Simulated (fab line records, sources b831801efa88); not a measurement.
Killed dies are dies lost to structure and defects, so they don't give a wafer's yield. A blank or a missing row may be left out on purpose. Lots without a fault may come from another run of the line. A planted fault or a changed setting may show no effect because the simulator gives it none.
fab line records | flow gf180mcu | part 1 of 2: steps 1 to 26 of 35
record lots=5 wafers=15 last_day=34
route steps=602 shown PSD@251 NSD@262 SAB@264 SALICIDE@278
lots that met no fault: from a run of the same line without faults
start_h: hours from the record's first day to the start of the lot's first wafer shown | wait_h: hours since the lot's step before | " the same as in the row above | L1.1+2: a row that stands for several wafers | - no value, or no start given | * or withheld: withheld | < > ~ a bound
route shown NAME@n: a module of which the file shows steps, and the number in the route of the first | usual: mean/standard deviation of fault-free wafers | same: alike in all rows | chamber/n: place in a boat | sites: the reading at each site | _std_site: their standard deviation | _edge_site: outer sites' mean less inner sites' | radius_mm: how far each site lies from the wafer's centre | mask NAME#n: copy n | behind: the tool/chamber that last shaped the wafer | hold: why the lot was held/for how many hours/how that ended | device: the transistor (n, p or np) that didn't switch | end of line: the same wafers' tests at the end of the route | a step without rows: its recipe alone | killed: dies lost to structure and defects at the first sort, not the wafer's yield | map: a wafer's dies, x killed, . not, _ none there
set.NAME: the setting as run; set.NAME@STEP: as run at that earlier step | model.NAME: the simulator's own value behind a step, which no gauge read
lots at some steps of the route; a table a step, a row a wafer
services: from which hour (start_h, from the record's first day; less than 0 if before it) a tool's chamber was out of use, for how many hours, and why
## steps
# step GF_PSD_SOFTBAKE_03
# recipe temp_c=90 time_s=60 resist=NOVOLAK
# usual resist_line_temp_C=23.00/0.1
# columns lot.wafer tool chamber start_h wait_h resist_line_temp_C
L075.1 litho_track-02 0 313.66 0.1 23.04
L075.2 " 0 " " 22.91
L075.4 " 0 " " 23.10
L077.2 litho_track-03 0 327.47 0.1 22.88
L077.3 " 0 " " 22.83
L077.5 " 0 " " 22.96
L078.1 litho_track-04 0 339.15 0.1 22.97
L078.3 " 0 " " 23.14
L078.5 " 0 " " 22.95
L082.4 litho_track-02 0 371.58 0.1 23.12
L082.5 " 0 " " 22.91
L082.6 " 0 " " 23.16
L097.3 litho_track-03 0 499.49 0.1 22.98
L097.4 " 0 " " 23.05
L097.5 " 0 " " 22.98
# step GF_PSD_EXPOSE_04
# recipe mask_id=Pplus target_cd_nm=400 na=0.6 source_shape=conventional sigma_outer=0.6 dose_mj=140
# usual focus_offset_nm=0.1/0.52
# columns lot.wafer tool chamber start_h wait_h mask focus_offset_nm
L075.1 iline_stepper-02 0 - - Pplus#0 0.2
L075.2 " 0 " " Pplus#0 0.1
L075.4 " 0 " " Pplus#0 0.4
L077.2 iline_stepper-02 0 - - Pplus#0 0.5
L077.3 " 0 " " Pplus#0 0.1
L077.5 " 0 " " Pplus#0 0.0
L078.1 iline_stepper-02 0 - - Pplus#0 0.7
L078.3 " 0 " " Pplus#0 0.3
L078.5 " 0 " " Pplus#0 0.0
L082.4 iline_stepper-01 0 - - Pplus#0 0.6
L082.5 " 0 " " Pplus#0 1.3
L082.6 " 0 " " Pplus#0 0.4
L097.3 iline_stepper-02 0 - - Pplus#0 0.3
L097.4 " 0 " " Pplus#0 0.5
L097.5 " 0 " " Pplus#0 0.9
# step GF_PSD_PEB_05
# recipe temp_c=withheld time_s=* resist=NOVOLAK
# usual resist_line_temp_C=*
# columns lot.wafer tool chamber start_h wait_h resist_line_temp_C
L075.1 litho_track-02 0 - - *
L075.2 " 0 " " *
L075.4 " 0 " " *
L077.2 litho_track-03 0 - - *
L077.3 " 0 " " *
L077.5 " 0 " " *
L078.1 litho_track-03 0 - - *
L078.3 " 0 " " *
L078.5 " 0 " " *
L082.4 litho_track-03 0 - - *
L082.5 " 0 " " *
L082.6 " 0 " " *
L097.3 litho_track-04 0 - - *
L097.4 " 0 " " *
L097.5 " 0 " " *
# step GF_PSD_DEVELOP_06
# recipe develop_time_s=60 dev_temp_c=23
# usual resist_line_temp_C=23.02/0.11
# columns lot.wafer tool chamber start_h wait_h resist_line_temp_C
L075.1 litho_track-02 0 324.11 0.1 23.11
L075.2 " 0 " " 22.92
L075.4 " 0 " " 23.17
L077.2 litho_track-03 0 337.22 0.1 23.00
L077.3 " 0 " " 22.82
L077.5 " 0 " " 23.02
L078.1 litho_track-03 0 349.99 0.1 23.01
L078.3 " 0 " " 23.08
L078.5 " 0 " " 23.02
L082.4 litho_track-03 0 382.66 0.1 22.81
L082.5 " 0 " " 22.83
L082.6 " 0 " " 22.84
L097.3 litho_track-04 0 510.75 0.1 23.04
L097.4 " 0 " " 22.88
L097.5 " 0 " " 23.04
# step GF_PSD_CD_MEAS_07
# recipe target_cd_nm=400
# usual cd_nm=400.4/2
# columns lot.wafer tool chamber start_h wait_h cd_nm
L075.1 cd_sem-02 - 324.26 0.1 401.1
L075.2 " - " " 401.1
L075.4 " - " " 400.7
L077.2 cd_sem-01 - 337.36 0.1 400.9
L077.3 " - " " 400.7
L077.5 " - " " 401.0
L078.1 cd_sem-02 - 350.14 0.1 400.7
L078.3 " - " " 399.4
L078.5 " - " " 399.0
L082.4 cd_sem-01 - 382.80 0.1 399.1
L082.5 " - " " 399.1
L082.6 " - " " 399.5
L097.3 cd_sem-01 - 510.89 0.1 402.9
L097.4 " - " " 402.3
L097.5 " - " " 401.9
# step GF_PSD_OVL_MEAS_08
# usual PSD_OVL=-0.3/1.4
# columns lot.wafer tool chamber start_h wait_h PSD_OVL[nm]
L075.1 overlay-01 - 324.38 0.1 0.4
L075.2 " - " " 0.1
L075.4 " - " " 2.2
L077.2 overlay-01 - 337.47 0.1 1.6
L077.3 " - " " 1.8
L077.5 " - " " 2.0
L078.1 overlay-01 - 350.26 0.1 -2.4
L078.3 " - " " -1.3
L078.5 " - " " -2.6
L082.4 overlay-01 - 382.88 0.1 -0.9
L082.5 " - " " -1.2
L082.6 " - " " -1.1
L097.3 overlay-01 - 510.98 0.1 1.3
L097.4 " - " " -0.5
L097.5 " - " " 3.0
# step GF_PSD_IMPLANT_09
# recipe species=BF2 energy_kev=40 dose_cm2=1.5e+15 tilt_deg=7
# same implant_ion_amu=49
# columns lot.wafer tool chamber start_h wait_h
L075.1+2+4 implanter-01 0 324.42 0.0
L077.2+3+5 implanter-02 0 337.52 0.0
L078.1+3+5 implanter-01 0 350.30 0.0
L082.4+5+6 implanter-02 0 382.97 0.1
L097.3+4+5 implanter-04 0 511.05 0.1
# step GF_PSD_STRIP_10
# recipe chemistry=O2/N2 power_w=1400 pressure_mtorr=1500 platen_temp_c=250 o2_flow_sccm=3000 n2_flow_sccm=300 overash_fraction=0.5
# usual chamber_pressure_mTorr=1500/3 drypump_motor_current_A=5.9/0.43 heater_power_w=333/30 n2_flow_sccm=300.1/0.81 oes_product_au=0.592/0.0047 platen_temp_c=250.01/0.19 strip_time_to_endpoint_s=16.53/0.032
# columns lot.wafer tool chamber start_h wait_h chamber_pressure_mTorr drypump_motor_current_A heater_power_w n2_flow_sccm oes_product_au platen_temp_c rf_hours_counter_h strip_time_to_endpoint_s
L075.1 plasma_asher-01 1 324.57 0.1 1500 6.6 311 298.8 0.587 250.06 67 16.47
L075.2 " 0 " " 1499 5.5 369 301.0 0.595 249.96 67 16.49
L075.4 " 0 " " 1500 5.4 370 299.5 0.595 249.94 - 16.49
L077.2 plasma_asher-03 0 337.65 0.1 1500 6.2 284 300.4 0.593 249.95 59 16.51
L077.3 " 0 " " 1499 6.2 281 299.1 0.592 249.81 - 16.52
L077.5 " 1 " " 1498 5.5 312 299.6 0.594 250.26 - 16.55
L078.1 plasma_asher-03 1 350.45 0.1 1499 5.4 295 298.8 0.596 249.91 60 16.52
L078.3 " 1 " " 1502 5.4 300 298.9 0.591 250.04 - 16.53
L078.5 " 0 " " 1500 6.3 278 300.2 0.591 249.87 - 16.53
L082.4 plasma_asher-03 0 383.08 0.1 1499 6.2 281 301.7 0.583 250.24 - 16.54
L082.5 " 1 " " 1499 5.4 314 300.9 0.592 249.92 - 16.56
L082.6 " 0 " " 1502 6.2 281 300.1 0.594 249.96 - 16.53
L097.3 plasma_asher-01 0 511.19 0.1 1499 5.5 363 299.9 0.591 250.22 - 16.48
L097.4 " 1 " " 1501 6.6 308 298.9 0.598 250.06 - 16.52
L097.5 " 1 " " 1500 6.6 310 299.6 0.590 249.91 - 16.52
# step GF_PSD_TW_MEAS_11
# usual PSD_TW=3164/32
# columns lot.wafer tool chamber start_h wait_h PSD_TW
L075.1 film_metro-01 - 324.67 0.1 3151
L075.2 " - " " 3146
L075.4 " - " " 3136
L077.2 film_metro-02 - 337.76 0.1 3124
L077.3 " - " " 3139
L077.5 " - " " 3140
L078.1 film_metro-02 - 350.55 0.1 3131
L078.3 " - " " 3141
L078.5 " - " " 3145
L082.4 film_metro-04 - 383.18 0.1 3181
L082.5 " - " " 3223
L082.6 " - " " 3212
L097.3 film_metro-02 - 511.27 0.1 3145
L097.4 " - " " 3148
L097.5 " - " " 3123
# step GF_PSD_CLEAN_12
# recipe chemistry=SC1/SC2 mix=1:4:20 temp_c=70 time_s=150 dry=n2_spin
# columns lot.wafer tool chamber start_h wait_h
L075.1+2+4 wet_bench-01 3 324.73 0.1
L077.2+3+5 wet_bench-01 2 337.81 0.0
L078.1+3+5 wet_bench-04 3 350.61 0.1
L082.4+5+6 wet_bench-01 0 383.21 0.0
L097.3+4+5 wet_bench-02 0 511.31 0.0
# step GF_PSD_RTA_13
# recipe temp_c=1025 time_s=20 ambient=N2
# usual lamp_power_pct=29.907/0.03 wafer_temp_C_max=1028.1/0.64
# columns lot.wafer tool chamber start_h wait_h lamp_power_pct wafer_temp_C_max
L075.1 rtp_anneal-02 0 324.78 0.0 29.921 1028.6
L075.2 " 0 " " 29.909 1028.3
L075.4 " 0 " " 29.930 1028.5
L077.2 rtp_anneal-01 0 337.88 0.0 29.910 1027.3
L077.3 " 0 " " 29.911 1028.3
L077.5 " 0 " " 29.864 1028.0
L078.1 rtp_anneal-01 0 350.66 0.0 29.897 1028.0
L078.3 " 0 " " 29.904 1029.1
L078.5 " 0 " " 29.921 1027.5
L082.4 rtp_anneal-01 0 383.30 0.0 29.890 1026.9
L082.5 " 0 " " 29.887 1027.4
L082.6 " 0 " " 29.888 1028.0
L097.3 rtp_anneal-01 0 511.39 0.0 29.883 1028.5
L097.4 " 0 " " 29.898 1028.1
L097.5 " 0 " " 29.889 1027.9
# step GF_PSD_RS_MEAS_14
# recipe thk_meas_gauge=four-point-probe
# usual NSD_RS=46.54/0.089
# columns lot.wafer tool chamber start_h wait_h NSD_RS[ohm/sq]
L075.1 film_metro-02 - 324.86 0.1 46.64
L075.2 " - " " 46.53
L075.4 " - " " 46.51
L077.2 film_metro-04 - 337.98 0.1 46.35
L077.3 " - " " 46.39
L077.5 " - " " 46.38
L078.1 film_metro-02 - 350.74 0.1 46.46
L078.3 " - " " 46.50
L078.5 " - " " 46.46
L082.4 film_metro-01 - 383.40 0.1 46.66
L082.5 " - " " 46.63
L082.6 " - " " 46.59
L097.3 film_metro-02 - 511.49 0.1 46.45
L097.4 " - " " 46.41
L097.5 " - " " 46.54
# step GF_PSD_RS_MEAS_15
# recipe thk_meas_gauge=four-point-probe
# usual PSD_RS=108.52/0.26
# columns lot.wafer tool chamber start_h wait_h PSD_RS[ohm/sq]
L075.1 film_metro-02 - 324.98 0.1 108.85
L075.2 " - " " 108.50
L075.4 " - " " 108.63
L077.2 film_metro-04 - 338.10 0.1 108.15
L077.3 " - " " 108.24
L077.5 " - " " 108.09
L078.1 film_metro-02 - 350.86 0.1 108.27
L078.3 " - " " 108.75
L078.5 " - " " 108.47
L082.4 film_metro-01 - 383.52 0.1 108.74
L082.5 " - " " 108.66
L082.6 " - " " 108.61
L097.3 film_metro-02 - 511.61 0.1 108.45
L097.4 " - " " 108.14
L097.5 " - " " 108.56
# step GF_SAB_CVD_00
# recipe material=SiO2 target_thk_nm=50 precursor=TEOS temp_c=400 time_s=4.9302 rf_w=600
# usual heater_power_w=633/74 susceptor_temp_C=400.04/0.2
# columns lot.wafer tool chamber start_h wait_h heater_power_w susceptor_temp_C
L075.1 pecvd-02 1 325.10 0.1 485 400.13
L075.2 " 2 " " 598 399.67
L075.4 " 1 " " 499 400.04
L077.2 pecvd-04 0 338.20 0.1 550 400.21
L077.3 " 1 " " 658 400.18
L077.5 " 1 " " 659 400.20
L078.1 pecvd-04 0 350.98 0.1 659 400.70
L078.3 " 2 " " 610 400.21
L078.5 " 1 " " 594 400.17
L082.4 pecvd-03 0 383.59 0.0 713 399.96
L082.5 " 1 " " 510 399.91
L082.6 " 2 " " 584 399.89
L097.3 pecvd-04 0 511.69 0.1 522 399.87
L097.4 " 2 " " 771 399.95
L097.5 " 1 " " 556 400.03
# step GF_SAB_THK_MEAS_01
# recipe reads=SiO2_of_SAB_CVD_00
# usual SAB_CVD_00_THK=50.1/0.73
# columns lot.wafer tool chamber start_h wait_h SAB_CVD_00_THK[nm]
L075.1 film_metro-03 - 325.12 0.0 49.6
L075.2 " - " " 48.3
L075.4 " - " " 50.4
L077.2 film_metro-02 - 338.23 0.0 49.2
L077.3 " - " " 50.0
L077.5 " - " " 50.7
L078.1 film_metro-04 - 351.00 0.0 49.5
L078.3 " - " " 49.6
L078.5 " - " " 51.4
L082.4 film_metro-02 - 383.63 0.0 51.1
L082.5 " - " " 51.5
L082.6 " - " " 51.5
L097.3 film_metro-03 - 511.76 0.1 48.9
L097.4 " - " " 49.3
L097.5 " - " " 50.5
# step GF_SAB_DEHYDRATE_02
# recipe temp_c=200 time_s=60
# usual resist_line_temp_C=23.00/0.1
# columns lot.wafer tool chamber start_h wait_h resist_line_temp_C
L075.1 litho_track-01 0 335.25 10.1 22.99
L075.2 " 0 " " 23.04
L075.4 " 0 " " 22.81
L077.2 litho_track-02 0 348.73 10.5 22.82
L077.3 " 0 " " 22.95
L077.5 " 0 " " 22.89
L078.1 litho_track-01 0 361.60 10.6 22.99
L078.3 " 0 " " 22.92
L078.5 " 0 " " 22.96
L082.4 litho_track-02 0 394.13 10.5 23.02
L082.5 " 0 " " 22.94
L082.6 " 0 " " 22.83
L097.3 litho_track-01 0 522.89 11.1 23.12
L097.4 " 0 " " 23.26
L097.5 " 0 " " 23.11
# step GF_SAB_HMDS_03
# recipe prime_time_s=60 prime_temp_c=120
# usual resist_line_temp_C=22.98/0.091
# columns lot.wafer tool chamber start_h wait_h resist_line_temp_C
L075.1 litho_track-01 0 335.40 0.1 22.99
L075.2 " 0 " " 23.08
L075.4 " 0 " " 22.85
L077.2 litho_track-02 0 348.88 0.1 23.02
L077.3 " 0 " " 23.09
L077.5 " 0 " " 23.10
L078.1 litho_track-01 0 361.75 0.1 22.92
L078.3 " 0 " " 22.91
L078.5 " 0 " " 22.89
L082.4 litho_track-02 0 394.28 0.1 23.15
L082.5 " 0 " " 22.93
L082.6 " 0 " " 23.05
L097.3 litho_track-01 0 523.04 0.1 22.95
L097.4 " 0 " " 22.95
L097.5 " 0 " " 22.99
# step GF_SAB_COAT_04
# recipe resist=NOVOLAK spin_rpm=3058 resist_thk_nm=1000
# usual resist_line_temp_C=23.00/0.11
# columns lot.wafer tool chamber start_h wait_h resist_line_temp_C
L075.1 litho_track-01 0 335.55 0.1 23.09
L075.2 " 0 " " 22.91
L075.4 " 0 " " 23.10
L077.2 litho_track-02 0 349.03 0.1 22.90
L077.3 " 0 " " 23.13
L077.5 " 0 " " 22.89
L078.1 litho_track-01 0 361.90 0.1 23.18
L078.3 " 0 " " 22.92
L078.5 " 0 " " 22.91
L082.4 litho_track-02 0 394.43 0.1 23.13
L082.5 " 0 " " 23.04
L082.6 " 0 " " 22.96
L097.3 litho_track-01 0 523.19 0.1 23.02
L097.4 " 0 " " 22.87
L097.5 " 0 " " 22.89
# step GF_SAB_SOFTBAKE_05
# recipe temp_c=90 time_s=60 resist=NOVOLAK
# usual resist_line_temp_C=22.99/0.091
# columns lot.wafer tool chamber start_h wait_h resist_line_temp_C
L075.1 litho_track-01 0 335.70 0.1 23.01
L075.2 " 0 " " 23.01
L075.4 " 0 " " 23.01
L077.2 litho_track-02 0 349.18 0.1 22.98
L077.3 " 0 " " 22.96
L077.5 " 0 " " 23.12
L078.1 litho_track-01 0 362.05 0.1 22.90
L078.3 " 0 " " 22.90
L078.5 " 0 " " 22.95
L082.4 litho_track-02 0 394.58 0.1 22.97
L082.5 " 0 " " 23.00
L082.6 " 0 " " 23.02
L097.3 litho_track-01 0 523.34 0.1 22.93
L097.4 " 0 " " 23.06
L097.5 " 0 " " 22.94
# step GF_SAB_EXPOSE_06
# recipe mask_id=SAB target_cd_nm=420 na=0.6 source_shape=conventional sigma_outer=0.6 dose_mj=140
# usual focus_offset_nm=0.1/0.49
# columns lot.wafer tool chamber start_h wait_h mask focus_offset_nm
L075.1 iline_stepper-02 0 - - SAB#0 0.0
L075.2 " 0 " " SAB#0 0.3
L075.4 " 0 " " SAB#0 0.4
L077.2 iline_stepper-01 0 - - SAB#0 0.7
L077.3 " 0 " " SAB#0 0.0
L077.5 " 0 " " SAB#0 0.9
L078.1 iline_stepper-01 0 - - SAB#0 -0.5
L078.3 " 0 " " SAB#0 0.4
L078.5 " 0 " " SAB#0 0.5
L082.4 iline_stepper-02 0 - - SAB#0 0.5
L082.5 " 0 " " SAB#0 0.0
L082.6 " 0 " " SAB#0 0.0
L097.3 iline_stepper-01 0 - - SAB#0 -0.2
L097.4 " 0 " " SAB#0 0.0
L097.5 " 0 " " SAB#0 0.9
# step GF_SAB_PEB_07
# recipe temp_c=withheld time_s=* resist=NOVOLAK
# usual resist_line_temp_C=*
# columns lot.wafer tool chamber start_h wait_h resist_line_temp_C
L075.1 litho_track-01 0 - - *
L075.2 " 0 " " *
L075.4 " 0 " " *
L077.2 litho_track-03 0 - - *
L077.3 " 0 " " *
L077.5 " 0 " " *
L078.1 litho_track-03 0 - - *
L078.3 " 0 " " *
L078.5 " 0 " " *
L082.4 litho_track-02 0 - - *
L082.5 " 0 " " *
L082.6 " 0 " " *
L097.3 litho_track-02 0 - - *
L097.4 " 0 " " *
L097.5 " 0 " " *
# step GF_SAB_DEVELOP_08
# recipe develop_time_s=60 dev_temp_c=23
# usual resist_line_temp_C=22.98/0.11
# columns lot.wafer tool chamber start_h wait_h resist_line_temp_C
L075.1 litho_track-01 0 346.20 0.1 22.81
L075.2 " 0 " " 23.10
L075.4 " 0 " " 22.88
L077.2 litho_track-03 0 359.47 0.1 22.98
L077.3 " 0 " " 23.16
L077.5 " 0 " " 22.91
L078.1 litho_track-03 0 373.29 0.1 23.02
L078.3 " 0 " " 23.03
L078.5 " 0 " " 23.06
L082.4 litho_track-02 0 405.33 0.1 23.05
L082.5 " 0 " " 22.91
L082.6 " 0 " " 23.09
L097.3 litho_track-02 0 534.51 0.1 22.90
L097.4 " 0 " " 23.03
L097.5 " 0 " " 22.97
# step GF_SAB_CD_MEAS_09
# recipe target_cd_nm=420
# usual cd_nm=418.0/2
# columns lot.wafer tool chamber start_h wait_h cd_nm
L075.1 cd_sem-01 - 346.35 0.1 419.6
L075.2 " - " " 419.6
L075.4 " - " " 419.1
L077.2 cd_sem-01 - 359.61 0.1 421.1
L077.3 " - " " 420.8
L077.5 " - " " 420.5
L078.1 cd_sem-01 - 373.44 0.1 418.7
L078.3 " - " " 418.9
L078.5 " - " " 421.0
L082.4 cd_sem-01 - 405.47 0.1 418.6
L082.5 " - " " 415.2
L082.6 " - " " 418.6
L097.3 cd_sem-01 - 534.65 0.1 417.9
L097.4 " - " " 417.1
L097.5 " - " " 419.6
# step GF_SAB_OVL_MEAS_10
# usual SAB_OVL=0.3/1.5
# columns lot.wafer tool chamber start_h wait_h SAB_OVL[nm]
L075.1 overlay-02 - 346.47 0.1 -0.1
L075.2 " - " " 2.3
L075.4 " - " " -0.3
L077.2 overlay-01 - 359.72 0.1 1.1
L077.3 " - " " 3.7
L077.5 " - " " 3.7
L078.1 overlay-01 - 373.56 0.1 -1.3
L078.3 " - " " 0.6
L078.5 " - " " 0.2
L082.4 overlay-01 - 405.55 0.1 0.9
L082.5 " - " " 0.6
L082.6 " - " " -1.0
L097.3 overlay-01 - 534.74 0.1 0.1
L097.4 " - " " 0.2
L097.5 " - " " 0.2
# step GF_SAB_ETCH_11
# recipe chemistry=C4F8/O2/Ar mask_material=NOVOLAK target=SiO2 target_depth_nm=55 source_w=1500 bias_w=1200 pressure_mtorr=40 c4f8_flow_sccm=withheld O2_flow_sccm=6 Ar_flow_sccm=300 time_s=8.5
# usual bias_w=1201/3.8 chamber_pressure_mTorr=40.00/0.036 oes_product_au=0.998/0.012
# columns lot.wafer tool chamber start_h wait_h bias_w chamber_pressure_mTorr oes_product_au rf_hours_counter_h
L075.1 rie_diel-01 0 346.50 0.0 1200 40.03 1.007 8
L075.2 " 1 " " 1196 39.97 0.994 15
L075.4 " 2 " " 1202 39.95 0.987 24
L077.2 rie_diel-03 2 359.75 0.0 1201 39.99 1.024 92
L077.3 " 3 " " 1197 40.05 0.984 13
L077.5 " 0 " " 1201 39.94 0.998 -
L078.1 rie_diel-02 1 373.60 0.0 1206 40.00 1.002 42
L078.3 " 0 " " 1203 40.01 1.008 17
L078.5 " 3 " " 1196 40.03 0.992 -
L082.4 rie_diel-03 3 405.56 0.0 1197 40.00 0.977 15
L082.5 " 3 " " 1199 39.98 0.996 -
L082.6 " 0 " " 1204 40.02 0.997 -
L097.3 rie_diel-02 3 534.76 0.0 1201 40.00 0.991 15
L097.4 " 3 " " 1201 40.00 0.988 -
L097.5 " 1 " " 1203 39.98 0.990 -
# step GF_SAB_WET_ETCH_12
# recipe chemistry=dHF target_depth_nm=22 dry=n2_spin target=SiO2 temp_c=25 dilution=100:1 time_s=440
# columns lot.wafer tool chamber start_h wait_h
L075.1+2+4 wet_bench-02 3 346.52 0.0
L077.2+3+5 wet_bench-02 2 359.77 0.0
L078.1+3+5 wet_bench-01 1 373.62 0.0
L082.4+5+6 wet_bench-03 2 405.59 0.0
L097.3+4+5 wet_bench-03 1 534.78 0.0
